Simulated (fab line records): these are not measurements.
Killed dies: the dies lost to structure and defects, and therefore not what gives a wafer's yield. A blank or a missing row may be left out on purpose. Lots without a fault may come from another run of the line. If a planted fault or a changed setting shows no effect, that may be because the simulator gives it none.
Which tool did it? / flow gf180mcu / 14 lots, 42 wafers sampled, at 3 steps of a route of 602

WHAT EACH GAUGE READ, for each wafer
GF_VT_IMPLANT_OVL_MEAS_40.
lot=L817; measured=day 7 11:54; on=overlay-01; VT_IMPLANT_03_OVL (nm)=-1.2 -0.8 -0.4
lot=L819; measured=day 8 02:45; on=overlay-02; VT_IMPLANT_03_OVL (nm)=-2.3 -1.3 -3.1
lot=L820; measured=day 8 06:01; on=overlay-01; VT_IMPLANT_03_OVL (nm)=0.1 0.2 -0.6
lot=L822; measured=day 9 02:46; on=overlay-01; VT_IMPLANT_03_OVL (nm)=0.0 -1.9 -2.6
lot=L823; measured=day 9 05:32; on=overlay-01; VT_IMPLANT_03_OVL (nm)=0.5 2.3 1.2
lot=L824; measured=day 9 12:08; on=overlay-01; VT_IMPLANT_03_OVL (nm)=2.8 0.0 1.7
lot=L828; measured=day 10 11:00; on=overlay-01; VT_IMPLANT_03_OVL (nm)=- - -
lot=L829; measured=day 10 18:13; on=overlay-01; VT_IMPLANT_03_OVL (nm)=- - -
lot=L834; measured=day 12 05:43; on=overlay-02; VT_IMPLANT_03_OVL (nm)=-1.7 -2.1 -0.8
lot=L835; measured=day 12 10:27; on=overlay-02; VT_IMPLANT_03_OVL (nm)=-0.7 -0.2 -0.3
lot=L836; measured=day 12 18:36; on=overlay-01; VT_IMPLANT_03_OVL (nm)=0.9 -0.2 0.1
lot=L838; measured=day 13 12:04; on=overlay-01; VT_IMPLANT_03_OVL (nm)=2.6 1.7 2.5
lot=L839; measured=day 13 16:23; on=overlay-01; VT_IMPLANT_03_OVL (nm)=1.2 1.0 0.5
lot=L840; measured=day 13 20:39; on=overlay-01; VT_IMPLANT_03_OVL (nm)=1.8 3.5 1.6

GF_DUAL_GATE_THK_MEAS_03.
lot=L817; measured=day 7 15:41; on=film metro-03; DUAL_GATE_OXIDATION_00_THK (nm)=10.75 10.69 10.66
lot=L819; measured=day 8 13:02; on=film metro-03; DUAL_GATE_OXIDATION_00_THK (nm)=10.66 10.87 10.62
lot=L820; measured=day 8 13:03; on=film metro-02; DUAL_GATE_OXIDATION_00_THK (nm)=10.89 10.87 10.84
lot=L822; measured=day 9 06:05; on=film metro-04; DUAL_GATE_OXIDATION_00_THK (nm)=10.93 10.94 10.93
lot=L823; measured=day 9 10:14; on=film metro-04; DUAL_GATE_OXIDATION_00_THK (nm)=10.54 10.64 10.45
lot=L824; measured=day 9 15:40; on=film metro-03; DUAL_GATE_OXIDATION_00_THK (nm)=10.94 11.04 10.82
lot=L834; measured=day 12 08:20; on=film metro-03; DUAL_GATE_OXIDATION_00_THK (nm)=11.00 10.92 11.17
lot=L835; measured=day 12 14:40; on=film metro-03; DUAL_GATE_OXIDATION_00_THK (nm)=10.76 10.88 10.71
lot=L836; measured=day 12 22:40; on=film metro-04; DUAL_GATE_OXIDATION_00_THK (nm)=11.25 11.33 11.17
lot=L838; measured=day 13 16:05; on=film metro-04; DUAL_GATE_OXIDATION_00_THK (nm)=10.79 10.76 10.48
lot=L839; measured=day 13 19:32; on=film metro-03; DUAL_GATE_OXIDATION_00_THK (nm)=10.74 10.42 10.63
lot=L840; measured=day 13 23:16; on=film metro-02; DUAL_GATE_OXIDATION_00_THK (nm)=10.57 10.95 10.89

EACH LOT AND THE TOOL THAT RAN IT (in order: tool; ch and the chambers of the sampled wafers; start)
lot=L817; GF_VT_IMPLANT_COAT_35=litho track-03 ch 0, day 7 03:56
lot=L819; GF_VT_IMPLANT_COAT_35=litho track-04 ch 0, day 7 19:09
lot=L820; GF_VT_IMPLANT_COAT_35=litho track-04 ch 0, day 7 21:27
lot=L822; GF_VT_IMPLANT_COAT_35=litho track-04 ch 0, day 8 17:54
lot=L823; GF_VT_IMPLANT_COAT_35=litho track-02 ch 0, day 8 20:41
lot=L824; GF_VT_IMPLANT_COAT_35=litho track-04 ch 0, day 9 03:24
lot=L828; GF_VT_IMPLANT_COAT_35=litho track-02, day 10 02:11
lot=L829; GF_VT_IMPLANT_COAT_35=litho track-03, day 10 08:53
lot=L834; GF_VT_IMPLANT_COAT_35=litho track-04 ch 0, day 11 19:45
lot=L835; GF_VT_IMPLANT_COAT_35=litho track-02 ch 0, day 12 00:14
lot=L836; GF_VT_IMPLANT_COAT_35=litho track-04 ch 0, day 12 09:05
lot=L838; GF_VT_IMPLANT_COAT_35=litho track-04 ch 0, day 13 02:28
lot=L839; GF_VT_IMPLANT_COAT_35=litho track-04 ch 0, day 13 06:11
lot=L840; GF_VT_IMPLANT_COAT_35=litho track-04 ch 0, day 13 10:32
- GF_VT_IMPLANT_COAT_35: resist thk 1000 nm.

AS READ BY THE TOOLS THEMSELVES (means over the sampled wafers that have a number; for cases with no such wafer, the mark the record gives instead)
GF_VT_IMPLANT_COAT_35.
lot=L817; tool=litho track-03; chill plate temp C (C)=22.97; dispense pressure kPa (kPa)=42
lot=L819; tool=litho track-04; chill plate temp C (C)=22.94; dispense pressure kPa (kPa)=49
lot=L820; tool=litho track-04; chill plate temp C (C)=22.99; dispense pressure kPa (kPa)=49
lot=L822; tool=litho track-04; chill plate temp C (C)=22.94; dispense pressure kPa (kPa)=49
lot=L823; tool=litho track-02; chill plate temp C (C)=22.96; dispense pressure kPa (kPa)=54
lot=L824; tool=litho track-04; chill plate temp C (C)=22.91; dispense pressure kPa (kPa)=49
lot=L828; tool=litho track-02; chill plate temp C (C)=-; dispense pressure kPa (kPa)=-
lot=L829; tool=litho track-03; chill plate temp C (C)=-; dispense pressure kPa (kPa)=-
lot=L834; tool=litho track-04; chill plate temp C (C)=23.07; dispense pressure kPa (kPa)=49
lot=L835; tool=litho track-02; chill plate temp C (C)=22.93; dispense pressure kPa (kPa)=54
lot=L836; tool=litho track-04; chill plate temp C (C)=22.96; dispense pressure kPa (kPa)=49
lot=L838; tool=litho track-04; chill plate temp C (C)=23.03; dispense pressure kPa (kPa)=49
lot=L839; tool=litho track-04; chill plate temp C (C)=22.94; dispense pressure kPa (kPa)=49
lot=L840; tool=litho track-04; chill plate temp C (C)=22.93; dispense pressure kPa (kPa)=49

THE ANSWER, worked out from the rows above alone
Rule: the lots themselves supply what counts as usual. The widest of any qualifying gaps counts: lots, ordered by their means at a reading, are off when they make up no more than a third of the lots, leave a main group of 4 or more, and stand apart from it by 3 or more times the standard deviation of that group's means. A main group whose means are all the same, to the digits that the tables above print for the reading, isn't used. Also off: a lot with no number at a reading for which 4 or more lots have one. The other lots that the step has rows for count as sound. First the gauges in route order, then the tools' own readings, where a lot's mean is used as printed above. The first step at which some lot is off is used, and at that step the reading that is off furthest; a lot without a number counts as furthest.
Off: at GF_VT_IMPLANT_OVL_MEAS_40 (VT_IMPLANT_03_OVL), L828, L829. Without a number there: L828, L829. Mean 0.2 nm and standard deviation 1.5 in the main group.
If a tool, at a process step before that reading, ran all the lots that are off and no sound lot after the first of them, it fits. The gauges at GF_VT_IMPLANT_OVL_MEAS_40 aren't tried: what is off there is off at GF_VT_IMPLANT_COAT_35 too, on other tools, and a gauge's error can't cause that. None of those tried fits.

WHAT THE SIMULATOR PUT IN
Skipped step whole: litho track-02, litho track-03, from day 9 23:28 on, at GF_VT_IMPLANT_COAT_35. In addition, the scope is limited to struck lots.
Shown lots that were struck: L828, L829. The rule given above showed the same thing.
